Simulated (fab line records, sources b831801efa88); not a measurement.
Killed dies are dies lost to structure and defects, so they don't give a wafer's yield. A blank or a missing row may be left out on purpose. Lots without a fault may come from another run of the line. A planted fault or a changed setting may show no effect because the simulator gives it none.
Which tool did it? | flow sky130 | 15 lots, 45 wafers sampled, at 2 steps of a route of 708

WHAT THE GAUGES READ, wafer by wafer
SKY_VT_ADJUST_HVTR_TW_MEAS_11.
lot  | measured     | on            | VT_ADJUST_HVTR_TW
L878 | day 9 15:52  | film_metro-03 | 210.6 208.7 209.0
L879 | day 10 07:10 | film_metro-03 | 208.0 209.1 208.4
L881 | day 10 17:31 | film_metro-04 | 210.5 209.4 209.4
L882 | day 11 01:38 | film_metro-03 | 207.2 207.8 207.2
L889 | day 12 20:40 | film_metro-03 | 29.7 29.8 29.8
L890 | day 13 05:21 | film_metro-04 | 29.6 29.9 29.8
L891 | day 13 09:13 | film_metro-03 | 29.6 29.6 29.6
L892 | day 13 20:33 | film_metro-04 | 209.0 208.5 208.7
L893 | day 14 06:17 | film_metro-04 | 207.5 209.0 208.5
L895 | day 14 13:44 | film_metro-04 | 208.1 208.3 207.8
L896 | day 14 22:36 | film_metro-04 | 208.5 208.5 209.3
L897 | day 15 06:30 | film_metro-01 | 210.1 210.9 210.1
L898 | day 15 17:53 | film_metro-04 | 208.6 208.8 209.7
L900 | day 16 08:22 | film_metro-04 | 210.9 208.1 209.8
L901 | day 16 15:29 | film_metro-03 | 208.6 209.0 208.8

WHICH TOOL RAN EACH LOT (tool, then ch and the chambers of the sampled wafers, then the start)
lot  | SKY_VT_ADJUST_HVTR_IMPLANT_09
L878 | implanter-03 ch 0, day 9 15:39
L879 | implanter-04 ch 0, day 10 06:55
L881 | implanter-02 ch 0, day 10 17:18
L882 | implanter-02 ch 0, day 11 01:25
L889 | implanter-03, day 12 20:27
L890 | implanter-02, day 13 05:06
L891 | implanter-04, day 13 08:58
L892 | implanter-02 ch 0, day 13 20:18
L893 | implanter-02 ch 0, day 14 06:04
L895 | implanter-03 ch 0, day 14 13:31
L896 | implanter-02 ch 0, day 14 22:23
L897 | implanter-04 ch 0, day 15 06:15
L898 | implanter-03 ch 0, day 15 17:38
L900 | implanter-03 ch 0, day 16 08:08
L901 | implanter-02 ch 0, day 16 15:17
- SKY_VT_ADJUST_HVTR_IMPLANT_09

WHAT THE TOOLS THEMSELVES READ (means of the sampled wafers that have a number; where no wafer has one, the mark that the record gives instead)
SKY_VT_ADJUST_HVTR_IMPLANT_09.
lot  | tool         | beam_energy_keV | beam_on_s (s)
L878 | implanter-03 | 10.004          | 9.91
L879 | implanter-04 | 9.996           | 10.02
L881 | implanter-02 | 9.998           | 10.20
L882 | implanter-02 | 10.002          | 9.88
L889 | implanter-03 | -               | -
L890 | implanter-02 | -               | -
L891 | implanter-04 | -               | -
L892 | implanter-02 | 9.998           | 9.84
L893 | implanter-02 | 10.002          | 10.02
L895 | implanter-03 | 10.000          | 10.06
L896 | implanter-02 | 10.001          | 10.19
L897 | implanter-04 | 10.005          | 10.05
L898 | implanter-03 | 10.005          | 9.99
L900 | implanter-03 | 9.994           | 9.85
L901 | implanter-02 | 9.998           | 10.08

THE ANSWER, worked out from the rows above alone
Rule: what is usual is taken from the lots themselves. Put in order of their means at a reading, lots are off if they are a third of the lots or fewer, leave a main group of 4 or more, and stand apart from it by a gap of 3 or more times the standard deviation of the main group's means; of several such gaps the widest counts. A main group whose means are all the same, to the digits that the tables above print for the reading, isn't used. A lot without any number at a reading at which 4 lots or more have one is off too. The other lots that the step has rows for count as sound. The gauges are gone through in route order, then the tools' own readings, and for those a lot's mean is taken as printed above. The first step at which some lot is off is used, and at that step the reading that is off furthest; a lot without a number counts as furthest.
Off: L889, L890, L891, at SKY_VT_ADJUST_HVTR_TW_MEAS_11 (VT_ADJUST_HVTR_TW). The main group: mean 208.9, standard deviation 0.77.
A tool fits if, at a process step before that reading, it ran every lot that is off, and no sound lot after the first of them. The gauges at SKY_VT_ADJUST_HVTR_TW_MEAS_11 aren't tried: what is off there is off at SKY_VT_ADJUST_HVTR_IMPLANT_09 too, on other tools, and a gauge's error can't cause that. None of those tried fits.

WHAT THE SIMULATOR HAD PUT IN
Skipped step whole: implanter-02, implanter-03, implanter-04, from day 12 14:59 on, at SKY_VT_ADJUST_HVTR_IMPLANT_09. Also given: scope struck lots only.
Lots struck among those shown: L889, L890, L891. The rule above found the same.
